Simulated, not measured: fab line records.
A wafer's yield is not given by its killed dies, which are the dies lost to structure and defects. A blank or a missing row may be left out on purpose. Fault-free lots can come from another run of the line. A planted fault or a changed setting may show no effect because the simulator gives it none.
fab line records + flow sky130
[record]
- lots = 13
- wafers = 39
- lastDay = 50
route steps=708 shown GATE_OXIDE@192 POLY_GATE@230 LOCAL_INTERCONNECT@398 CONTACT@409 PAD_OPEN@708
lots that met no fault: taken from a fault-free run of the same line
startH: hours from the record's opening day to when the first of the lot's shown wafers began + waitH: time in hours since the lot's previous step + " same as the row above + L1.1+2: a single row standing in for several wafers + - no value, or no start given + * or withheld: withheld + < > ~ a bound
route shown NAME@n: a module of which the file shows steps, and the number in the route of the first + usual: mean/standard deviation taken from wafers without a fault + same: alike in all rows + chamber/n: place in a boat + sites: each site's reading + _std_site: how widely they spread, as a standard deviation + _edge_site: mean of outer sites minus mean of inner sites + radiusMm: for every site, how far away it sits from the centre of the wafer + mask NAME#n: copy n + behind: tool/chamber where the wafer was last shaped + hold: why the lot was held/for how many hours/how that ended + device: whichever transistor did not switch (one of n, p or np) + end of line: the same wafers' tests at the end of the route + for a step that has no rows: nothing shown but its recipe + killed: count of dies lost to structure and defects at first sort (not the wafer's yield) + map: dies across one wafer; x = killed, . = not, _ = none there
set.NAME: the run value of the setting; set.NAME@STEP: its run value at that earlier step + model.NAME: the simulator's own value behind a step, which no gauge read
steps of the route over a sample of lots; a table a step, a row a wafer
services: the hour from which a tool's chamber was out of use, counted from the record's first day as startH (under 0 if before that day), plus the number of hours and why
[[steps]]
[step SKY_GATE_OXIDE_COAT_05]
[recipe]
- resist = NOVOLAK
- spinRpm = 3000
- resistThkNm = 1140
[usual]
- chillPlateTempC = 23.01/0.1
- dispensePressureKPa = 54/3.4
| lot.wafer | tool          | chamber | startH | waitH | chillPlateTempC | dispensePressureKPa |
|-----------|---------------|---------|--------|-------|-----------------|---------------------|
| L944.1    | lithoTrack-02 | 0       | 295.59 | 0.1   | 22.92           | 58                  |
| L944.4    | "             | 0       | "      | "     | 22.97           | 58                  |
| L944.5    | "             | 0       | "      | "     | 22.94           | 58                  |
| L949.1    | lithoTrack-01 | -       | 348.00 | 0.1   | -               | -                   |
| L949.4    | "             | -       | "      | "     | -               | -                   |
| L949.5    | "             | -       | "      | "     | -               | -                   |
| L950.3    | lithoTrack-03 | -       | 357.78 | 0.1   | -               | -                   |
| L950.5    | "             | -       | "      | "     | -               | -                   |
| L950.6    | "             | -       | "      | "     | -               | -                   |
| L951.1    | lithoTrack-03 | 0       | 364.68 | 0.1   | 23.01           | 51                  |
| L951.3    | "             | 0       | "      | "     | 22.97           | 51                  |
| L951.5    | "             | 0       | "      | "     | 22.90           | 51                  |
| L955.1    | lithoTrack-02 | 0       | 396.14 | 0.1   | 23.12           | 58                  |
| L955.2    | "             | 0       | "      | "     | 22.93           | 58                  |
| L955.6    | "             | 0       | "      | "     | 23.03           | 58                  |
| L956.1    | lithoTrack-01 | 0       | 409.00 | 0.1   | 22.93           | 53                  |
| L956.2    | "             | 0       | "      | "     | 22.98           | 53                  |
| L956.4    | "             | 0       | "      | "     | 23.03           | 53                  |
| L958.3    | lithoTrack-03 | 0       | 423.33 | 0.1   | 22.93           | 50                  |
| L958.4    | "             | 0       | "      | "     | 23.06           | 50                  |
| L958.5    | "             | 0       | "      | "     | 22.92           | 50                  |
| L960.2    | lithoTrack-01 | 0       | 459.07 | 0.1   | 23.04           | 53                  |
| L960.4    | "             | 0       | "      | "     | 23.06           | 53                  |
| L960.5    | "             | 0       | "      | "     | 22.99           | 53                  |
| L962.2    | lithoTrack-02 | 0       | 460.06 | 0.1   | 23.13           | 58                  |
| L962.3    | "             | 0       | "      | "     | 23.14           | 58                  |
| L962.5    | "             | 0       | "      | "     | 23.08           | 58                  |
| L963.2    | lithoTrack-01 | 0       | 468.02 | 0.1   | 22.92           | 53                  |
| L963.3    | "             | 0       | "      | "     | 22.98           | 53                  |
| L963.5    | "             | 0       | "      | "     | 23.13           | 53                  |
| L964.1    | lithoTrack-02 | 0       | 475.34 | 0.1   | 22.99           | 58                  |
| L964.2    | "             | 0       | "      | "     | 23.02           | 58                  |
| L964.3    | "             | 0       | "      | "     | 23.05           | 58                  |
| L965.1    | lithoTrack-03 | 0       | 479.88 | 0.1   | 22.77           | 50                  |
| L965.3    | "             | 0       | "      | "     | 22.91           | 50                  |
| L965.6    | "             | 0       | "      | "     | 23.00           | 50                  |
| L966.1    | lithoTrack-03 | 0       | 486.13 | 0.1   | 22.93           | 50                  |
| L966.2    | "             | 0       | "      | "     | 22.71           | 50                  |
| L966.4    | "             | 0       | "      | "     | 22.80           | 50                  |
[step SKY_GATE_OXIDE_OVL_MEAS_10]
[usual]
- GATE_OXIDE_OVL = 1.0/1.3
| lot.wafer | tool       | chamber | startH | waitH | GATE_OXIDE_OVL[nm] |
|-----------|------------|---------|--------|-------|--------------------|
| L944.1    | overlay-01 | -       | 308.29 | 0.1   | 2.2                |
| L944.4    | "          | -       | "      | "     | 0.6                |
| L944.5    | "          | -       | "      | "     | 1.6                |
| L949.1    | overlay-02 | -       | 362.68 | 0.1   | -                  |
| L949.4    | "          | -       | "      | "     | -                  |
| L949.5    | "          | -       | "      | "     | -                  |
| L950.3    | overlay-02 | -       | 371.10 | 0.1   | -                  |
| L950.5    | "          | -       | "      | "     | -                  |
| L950.6    | "          | -       | "      | "     | -                  |
| L951.1    | overlay-01 | -       | 378.64 | 0.1   | 1.4                |
| L951.3    | "          | -       | "      | "     | 3.1                |
| L951.5    | "          | -       | "      | "     | 2.5                |
| L955.1    | overlay-02 | -       | 410.40 | 0.1   | -0.5               |
| L955.2    | "          | -       | "      | "     | -1.1               |
| L955.6    | "          | -       | "      | "     | -0.3               |
| L956.1    | overlay-02 | -       | 425.13 | 0.1   | -1.4               |
| L956.2    | "          | -       | "      | "     | 1.4                |
| L956.4    | "          | -       | "      | "     | -0.2               |
| L958.3    | overlay-01 | -       | 438.11 | 0.1   | 0.8                |
| L958.4    | "          | -       | "      | "     | 2.9                |
| L958.5    | "          | -       | "      | "     | 2.5                |
| L960.2    | overlay-02 | -       | 474.44 | 0.1   | -1.2               |
| L960.4    | "          | -       | "      | "     | -0.6               |
| L960.5    | "          | -       | "      | "     | 1.9                |
| L962.2    | overlay-01 | -       | 475.05 | 0.1   | -0.1               |
| L962.3    | "          | -       | "      | "     | 1.3                |
| L962.5    | "          | -       | "      | "     | 2.1                |
| L963.2    | overlay-01 | -       | 484.09 | 0.1   | -0.3               |
| L963.3    | "          | -       | "      | "     | -0.1               |
| L963.5    | "          | -       | "      | "     | -1.1               |
| L964.1    | overlay-01 | -       | 490.48 | 0.1   | 2.3                |
| L964.2    | "          | -       | "      | "     | 4.6                |
| L964.3    | "          | -       | "      | "     | 1.8                |
| L965.1    | overlay-01 | -       | 494.38 | 0.1   | 0.0                |
| L965.3    | "          | -       | "      | "     | 1.0                |
| L965.6    | "          | -       | "      | "     | -2.1               |
| L966.1    | overlay-01 | -       | 500.55 | 0.1   | 3.0                |
| L966.2    | "          | -       | "      | "     | 2.2                |
| L966.4    | "          | -       | "      | "     | 3.4                |
[step SKY_POLY_GATE_ETCH_16]
[recipe]
- stopOn = poly-Si
- chemistry = CH3F/O2
- target = Si3N4
- sourceW = 400
- biasW = 80
- pressureMtorr = 25
- ch3fFlowSccm = 40
- O2_flow_sccm = 30
- timeS = 147.5
- targetDepthA = 750
[usual]
- drypumpMotorCurrentA = 5.78/0.27
- oesProductAu = 0.640/0.0056
- throttleValvePct = 10.535/0.0085
| lot.wafer | tool       | chamber | startH | waitH | drypumpMotorCurrentA | oesProductAu | rfHoursCounterH | throttleValvePct |
|-----------|------------|---------|--------|-------|----------------------|--------------|-----------------|------------------|
| L944.1    | rieDiel-01 | 2       | 369.60 | 0.0   | 5.92                 | 0.640        | 93              | 10.553           |
| L944.4    | "          | 0       | "      | "     | 5.61                 | 0.635        | 1               | 10.538           |
| L944.5    | "          | 2       | "      | "     | 5.90                 | 0.635        | -               | 10.541           |
| L951.1    | rieDiel-03 | 2       | 444.17 | 0.0   | 5.33                 | 0.636        | 12              | 10.530           |
| L951.3    | "          | 3       | "      | "     | 5.74                 | 0.647        | 89              | 10.529           |
| L951.5    | "          | 2       | "      | "     | 5.34                 | 0.636        | -               | 10.539           |
| L955.1    | rieDiel-03 | 0       | 477.63 | 0.0   | 6.01                 | 0.642        | 2               | 10.533           |
| L955.2    | "          | 2       | "      | "     | 5.31                 | 0.639        | 12              | 10.530           |
| L955.6    | "          | 3       | "      | "     | 5.74                 | 0.642        | -               | 10.526           |
| L956.1    | rieDiel-01 | 1       | 493.37 | 0.0   | 6.22                 | 0.636        | 3               | 10.544           |
| L956.2    | "          | 0       | "      | "     | 5.63                 | 0.638        | 3               | 10.528           |
| L956.4    | "          | 3       | "      | "     | 5.99                 | 0.634        | 9               | 10.546           |
| L958.3    | rieDiel-03 | 0       | 505.43 | 0.0   | 5.99                 | 0.653        | 3               | 10.514           |
| L958.4    | "          | 2       | "      | "     | 5.35                 | 0.645        | -               | 10.544           |
| L958.5    | "          | 3       | "      | "     | 5.76                 | 0.651        | -               | 10.547           |
| L960.2    | rieDiel-03 | 0       | 541.42 | 0.0   | 5.97                 | 0.633        | 3               | 10.542           |
| L960.4    | "          | 2       | "      | "     | 5.31                 | 0.640        | -               | 10.536           |
| L960.5    | "          | 0       | "      | "     | 5.95                 | 0.632        | -               | 10.530           |
| L962.2    | rieDiel-01 | 2       | 542.10 | 0.0   | 5.87                 | 0.640        | 1               | 10.548           |
| L962.3    | "          | 0       | "      | "     | 5.60                 | 0.641        | 3               | 10.540           |
| L962.5    | "          | 2       | "      | "     | 5.85                 | 0.641        | -               | 10.543           |
| L963.2    | rieDiel-03 | 3       | 549.25 | 0.0   | 5.77                 | 0.643        | 0               | 10.549           |
| L963.3    | "          | 1       | "      | "     | 5.54                 | 0.639        | 1               | 10.529           |
| L963.5    | "          | 3       | "      | "     | 5.75                 | 0.645        | -               | 10.531           |
| L964.1    | rieDiel-03 | 1       | 557.93 | 0.0   | 5.56                 | 0.640        | 1               | 10.527           |
| L964.2    | "          | 3       | "      | "     | 5.75                 | 0.638        | 0               | 10.550           |
| L964.3    | "          | 0       | "      | "     | 6.00                 | 0.641        | 4               | 10.543           |
| L965.1    | rieDiel-01 | 2       | 559.48 | 0.0   | 5.90                 | 0.646        | 1               | 10.552           |
| L965.3    | "          | 0       | "      | "     | 5.59                 | 0.645        | 4               | 10.539           |
| L965.6    | "          | 2       | "      | "     | 5.89                 | 0.630        | -               | 10.536           |
| L966.1    | rieDiel-03 | 1       | 564.94 | 0.0   | 5.55                 | 0.648        | 1               | 10.537           |
| L966.2    | "          | 3       | "      | "     | 5.76                 | 0.640        | 1               | 10.529           |
| L966.4    | "          | 2       | "      | "     | 5.33                 | 0.639        | 15              | 10.527           |
[step SKY_LOCAL_INTERCONNECT_CD_MEAS_11]
[recipe]
- targetCdNm = 170
[usual]
- cdNm = 169.6/1.4
| lot.wafer | tool     | chamber | startH | waitH | cdNm  |
|-----------|----------|---------|--------|-------|-------|
| L944.1    | cdSem-02 | -       | 703.59 | -     | 169.8 |
| L944.4    | "        | -       | "      | "     | 169.8 |
| L944.5    | "        | -       | "      | "     | 169.7 |
| L951.1    | cdSem-02 | -       | 771.43 | -     | 170.3 |
| L951.3    | "        | -       | "      | "     | 170.4 |
| L951.5    | "        | -       | "      | "     | 170.4 |
| L955.1    | cdSem-01 | -       | 800.74 | -     | 170.5 |
| L955.2    | "        | -       | "      | "     | 170.9 |
| L955.6    | "        | -       | "      | "     | 170.8 |
| L956.1    | cdSem-01 | -       | 817.39 | -     | 169.2 |
| L956.2    | "        | -       | "      | "     | 169.8 |
| L956.4    | "        | -       | "      | "     | 170.0 |
| L958.3    | cdSem-01 | -       | 825.97 | -     | 169.7 |
| L958.4    | "        | -       | "      | "     | 171.3 |
| L958.5    | "        | -       | "      | "     | 169.7 |
| L960.2    | cdSem-02 | -       | 858.36 | -     | 167.2 |
| L960.4    | "        | -       | "      | "     | 167.7 |
| L960.5    | "        | -       | "      | "     | 168.3 |
| L962.2    | cdSem-02 | -       | 859.38 | -     | 169.7 |
| L962.3    | "        | -       | "      | "     | 169.8 |
| L962.5    | "        | -       | "      | "     | 169.4 |
| L963.2    | cdSem-02 | -       | 861.05 | -     | 168.5 |
| L963.3    | "        | -       | "      | "     | 167.5 |
| L963.5    | "        | -       | "      | "     | 170.1 |
| L964.1    | cdSem-01 | -       | 870.83 | -     | 170.3 |
| L964.2    | "        | -       | "      | "     | 171.4 |
| L964.3    | "        | -       | "      | "     | 172.4 |
| L965.1    | cdSem-02 | -       | 875.26 | -     | 170.5 |
| L965.3    | "        | -       | "      | "     | 167.8 |
| L965.6    | "        | -       | "      | "     | 167.9 |
| L966.1    | cdSem-01 | -       | 879.61 | -     | 168.4 |
| L966.2    | "        | -       | "      | "     | 171.0 |
| L966.4    | "        | -       | "      | "     | 170.0 |
[step SKY_CONTACT_THK_MEAS_03]
[recipe]
- reads = SiO2_of_CONTACT_HDPCVD_02
[usual]
- CONTACT_HDPCVD_THK = 566/5.5
| lot.wafer | tool         | chamber | startH | waitH | CONTACT_HDPCVD_THK[nm] |
|-----------|--------------|---------|--------|-------|------------------------|
| L944.1    | filmMetro-03 | -       | 704.65 | 0.0   | 569                    |
| L944.4    | "            | -       | "      | "     | 563                    |
| L944.5    | "            | -       | "      | "     | 565                    |
| L951.1    | filmMetro-03 | -       | 772.57 | 0.0   | 568                    |
| L951.3    | "            | -       | "      | "     | 569                    |
| L951.5    | "            | -       | "      | "     | 563                    |
| L955.1    | filmMetro-02 | -       | 801.76 | 0.0   | 566                    |
| L955.2    | "            | -       | "      | "     | 563                    |
| L955.6    | "            | -       | "      | "     | 569                    |
| L956.1    | filmMetro-01 | -       | 818.53 | 0.0   | 573                    |
| L956.2    | "            | -       | "      | "     | 568                    |
| L956.4    | "            | -       | "      | "     | 567                    |
| L958.3    | filmMetro-03 | -       | 827.14 | 0.1   | 564                    |
| L958.4    | "            | -       | "      | "     | 573                    |
| L958.5    | "            | -       | "      | "     | 568                    |
| L960.2    | filmMetro-03 | -       | 859.49 | 0.0   | 573                    |
| L960.4    | "            | -       | "      | "     | 558                    |
| L960.5    | "            | -       | "      | "     | 578                    |
| L962.2    | filmMetro-01 | -       | 860.51 | 0.0   | 560                    |
| L962.3    | "            | -       | "      | "     | 563                    |
| L962.5    | "            | -       | "      | "     | 560                    |
| L963.2    | filmMetro-01 | -       | 862.07 | 0.0   | 560                    |
| L963.3    | "            | -       | "      | "     | 571                    |
| L963.5    | "            | -       | "      | "     | 565                    |
| L964.1    | filmMetro-03 | -       | 871.87 | 0.0   | 575                    |
| L964.2    | "            | -       | "      | "     | 573                    |
| L964.3    | "            | -       | "      | "     | 579                    |
| L965.1    | filmMetro-03 | -       | 876.32 | 0.0   | 566                    |
| L965.3    | "            | -       | "      | "     | 573                    |
| L965.6    | "            | -       | "      | "     | 576                    |
| L966.1    | filmMetro-03 | -       | 880.68 | 0.0   | 568                    |
| L966.2    | "            | -       | "      | "     | 558                    |
| L966.4    | "            | -       | "      | "     | 562                    |
[step SKY_PAD_OPEN_PROBE_99]
[usual]
- killed_at_M0_to_M3 = 44/6.9
- killed_at_M4_up = 3.3/1.8
- killedAtContacts = 24/5
- killedAtFrontEnd = 16/4.6
- killedAtOther = 0.2/0.42
- killedDies = 88/9.2
- killedOnRim = 17/3.5
- killedOpen = 48/7.3
- killedShort = 40/6.5
[same]
- grossDies = 492
- killedAtBackSide = 0
| lot.wafer | tool      | chamber | startH  | waitH | killed_at_M0_to_M3 | killed_at_M4_up | killedAtContacts | killedAtFrontEnd | killedAtOther | killedDies | killedOnRim | killedOpen | killedShort |
|-----------|-----------|---------|---------|-------|--------------------|-----------------|------------------|------------------|---------------|------------|-------------|------------|-------------|
| L949.1    | prober-01 | -       | 1120.61 | 0.1   | 51                 | 2               | 30               | 409              | 0             | 492        | 96          | 54         | 39          |
| L949.4    | prober-01 | -       | 1120.76 | 0.2   | 42                 | 3               | 24               | 423              | 0             | 492        | 96          | 43         | 33          |
| L949.5    | prober-01 | -       | 1120.81 | 0.2   | 32                 | 3               | 23               | 433              | 1             | 492        | 96          | 38         | 33          |
| L950.3    | prober-02 | -       | 1125.75 | 0.2   | 49                 | 3               | 24               | 416              | 0             | 492        | 96          | 56         | 31          |
| L950.5    | prober-02 | -       | 1125.85 | 0.2   | 50                 | 2               | 16               | 424              | 0             | 492        | 96          | 41         | 41          |
| L950.6    | prober-02 | -       | 1125.90 | 0.2   | 39                 | 4               | 28               | 421              | 0             | 492        | 96          | 53         | 33          |
// killed by level:class
L949.1 GATE_OXIDE:areaExpose=399 VIA1:geometricParticle:open=13 CONTACT:geometricParticle:open=12 VIA2:geometricParticle:open=11 LI_CONTACT:geometricParticle:open=7 METAL2:geometricParticle:short=7 VIA3:geometricParticle:open=6 FIELD_ISO:geometricParticle:short=4
L949.4 GATE_OXIDE:areaExpose=416 VIA1:geometricParticle:open=13 CONTACT:geometricParticle:open=9 LI_CONTACT:geometricParticle:open=5 VIA3:geometricParticle:open=5 VIA2:geometricParticle:open=5 VIA2:geometricParticle:short=5 METAL1:geometricParticle:short=4
L949.5 GATE_OXIDE:areaExpose=421 LI_CONTACT:geometricParticle:open=8 VIA2:geometricParticle:open=8 VIA1:geometricParticle:open=7 LI_CONTACT:geometricParticle:short=5 CONTACT:geometricParticle:open=5 FIELD_ISO:geometricParticle:open=4 LOCAL_INTERCONNECT:geometricParticle:short=4
L950.3 GATE_OXIDE:areaExpose=405 CONTACT:geometricParticle:open=13 VIA1:geometricParticle:open=12 METAL3:geometricParticle:short=7 FIELD_ISO:geometricParticle:open=5 POLY_GATE:geometricParticle:open=5 VIA3:geometricParticle:open=5 VIA2:geometricParticle:open=5
L950.5 GATE_OXIDE:areaExpose=410 METAL2:geometricParticle:short=13 VIA3:geometricParticle:open=10 VIA1:geometricParticle:open=9 VIA1:geometricParticle:short=8 POLY_GATE:geometricParticle:open=6 LI_CONTACT:geometricParticle:open=6 CONTACT:geometricParticle:open=5
L950.6 GATE_OXIDE:areaExpose=406 LI_CONTACT:geometricParticle:open=11 CONTACT:geometricParticle:open=10 VIA1:geometricParticle:open=10 METAL1:geometricParticle:short=5 VIA3:geometricParticle:open=5 POLY_GATE:geometricParticle:short=4 LOCAL_INTERCONNECT:geometricParticle:short=4
[[services]]
| tool       | chamber | startH | hours | kind          |
|------------|---------|--------|-------|---------------|
| rieDiel-03 | -       | 280.56 | 14.6  | pm            |
| rieDiel-01 | 1       | 289.13 | -     | clean         |
| rieDiel-01 | 1       | 289.13 | 24.0  | scheduledDown |
| rieDiel-01 | 1       | 289.13 | 24.0  | ventCycle     |
| rieDiel-01 | 0       | 313.14 | -     | clean         |
| rieDiel-01 | 0       | 313.14 | 17.9  | scheduledDown |
| rieDiel-01 | 0       | 313.14 | 17.9  | ventCycle     |
| rieDiel-01 | 3       | 314.18 | 9.5   | repair        |
| rieDiel-03 | 0       | 356.51 | -     | clean         |
| rieDiel-03 | 0       | 356.51 | 27.5  | scheduledDown |
| rieDiel-03 | 0       | 356.51 | 27.5  | ventCycle     |
| rieDiel-03 | 3       | 434.11 | 5.3   | repair        |
| rieDiel-03 | 1       | 459.10 | 8.0   | repair        |
| rieDiel-01 | 2       | 462.04 | -     | clean         |
| rieDiel-01 | 2       | 462.04 | 26.2  | scheduledDown |
| rieDiel-01 | 2       | 462.04 | 26.2  | ventCycle     |
| rieDiel-03 | 1       | 500.01 | -     | clean         |
| rieDiel-03 | 1       | 500.01 | 22.3  | scheduledDown |
| rieDiel-03 | 1       | 500.01 | 22.3  | ventCycle     |
| rieDiel-03 | 2       | 500.78 | 1.4   | repair        |
| rieDiel-03 | 3       | 522.27 | -     | clean         |
| rieDiel-03 | 3       | 522.27 | 25.7  | scheduledDown |
| rieDiel-03 | 3       | 522.27 | 25.7  | ventCycle     |
| rieDiel-01 | -       | 556.04 | 2.8   | pm            |
[[key]]
[firstSign]
- step = SKY_GATE_OXIDE_COAT_05
- reading = toolRecord
- direction = missing
[effect]
- step = SKY_GATE_OXIDE_OVL_MEAS_10
- reading = GATE_OXIDE_OVL
- direction = missing
[effect]
- step = SKY_PAD_OPEN_PROBE_99
- reading = killedAtFrontEnd
- direction = up
- sigmas = 88
- usual = 16
- struck = 421
[moreKillsBornAt]
- SKY_GATE_OXIDE_EXPOSE_07@ilineStepper-02 = 1236
- SKY_GATE_OXIDE_EXPOSE_07@ilineStepper-01 = 1221
metAt SKY_GATE_OXIDE_COAT_05
struckLots L949,L950
laterRowsLeftOut L949.1,L949.4,L949.5,L950.3,L950.5,L950.6
testerLeftOut L949,L950
notActingAt SKY_POLY_GATE_ETCH_16,SKY_LOCAL_INTERCONNECT_CD_MEAS_11,SKY_CONTACT_THK_MEAS_03
[fault]
- kind = skippedStepWhole
- tool = lithoTrack-01,lithoTrack-03
- chamber = -
- onsetH = 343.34
- steps = SKY_GATE_OXIDE_COAT_05
- scope = struckLotsOnly
// testerLeftOut: of these lots the tester's yield and bins aren't shown, on N5 and GAA mostly nor the transistor test; their killed dies are dies lost to structure and defects alone, not to doping, threshold or leakage, so they don't give the yield
// laterRowsLeftOut: the simulator's readings of these wafers behind a module that went badly wrong aren't trusted and aren't shown, but for the sort
